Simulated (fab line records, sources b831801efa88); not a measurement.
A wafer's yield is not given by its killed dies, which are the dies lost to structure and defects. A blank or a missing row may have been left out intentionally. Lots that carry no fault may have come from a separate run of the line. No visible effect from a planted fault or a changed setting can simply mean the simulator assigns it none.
8D (eight disciplines) problem report, filled in by code :: flow gf180mcu :: the parts of the form that need people (team, actions taken, sign-off) are left out

== 1. WHAT IS WRONG ==
Wafers without a fault read 2.5334e+12, standard deviation 2.9e+09; dose ions cm2 at GF_VT_IMPLANT_IMPLANT_30 reads a mean of 2.4416e+12 on 6 wafers belonging to 2 lots. Relative to the usual mean, that is a shift of -32 standard deviations.
First observed at day 10 04:39: wafer L237.3, on implanter-01. At this step, 39 wafers from 13 lots have a number in the record. The rule behind "out" and "out of limits": a value lying over 4 standard deviations away from the usual mean. All remaining wafers that have a number are taken as sound.

== 2. WHAT IT IS, AND WHAT IT ISN'T ==
question: which readings at this step
is: dose ions cm2
is not: beam energy keV

question: which lots
is: L237, L238
is not: L226, L229, L230, L231, L236, L239, L240, L241, L246, L248, L249

question: which wafers of those lots
is: all that have a number
is not: -

question: read on which tools
is: implanter-01
is not: implanter-03, implanter-04

question: when
is: from day 10 04:39
is not: up to then (15 sound wafers); but 18 sound wafers of L239, L240, L241, L246, L248, L249 came after

== 3. THE SUSPECTS, EACH WITH WHAT RULES IT OUT ==
Counting: a tool stays on the suspect list if, at a process step up to the reading, it processed all lots that are out and no sound lot following the first of them.
- implanter-01 at GF_VT_IMPLANT_IMPLANT_30: kept. Every lot that is out went through it, starting with L237 (day 10 04:39), and after that it ran no sound lot; the last sound lot it ran before then is L236 (day 9 19:28). On those wafers its own readings are out: dose ions cm2.
Left after counting: implanter-01 at GF_VT_IMPLANT_IMPLANT_30.

== 4. THE CAUSE (what the simulator had put in) ==
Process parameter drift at GF_VT_IMPLANT_IMPLANT_30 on implanter-01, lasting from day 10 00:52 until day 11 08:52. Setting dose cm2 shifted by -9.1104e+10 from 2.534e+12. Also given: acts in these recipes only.
This tool alone remained once counting was done.

== 5. THE EFFECT CHAIN, in route order ==
Each row: a reading where the mean over the struck wafers with a number is more than 3 standard deviations away from the usual. Only readings for which the record gives a usual standard deviation are gone through. hours: the time from each lot's start at the first step in this table that gives one to its start at this step, as a median over the lots. sigmas: the change in usual standard deviations.
hours: 0
step: GF_VT_IMPLANT_IMPLANT_30
reading: dose ions cm2
usual: 2.5334e+12
on struck wafers: 2.4416e+12
change: -9.1750e+10
sigmas: -32
Its process steps:
- GF_VT_IMPLANT_IMPLANT_30

== 6. WHAT WOULD HAVE CAUGHT IT SOONER ==
The fault began at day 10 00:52; the first out-of-limits reading in this record came at day 10 04:39, 4 hours later.
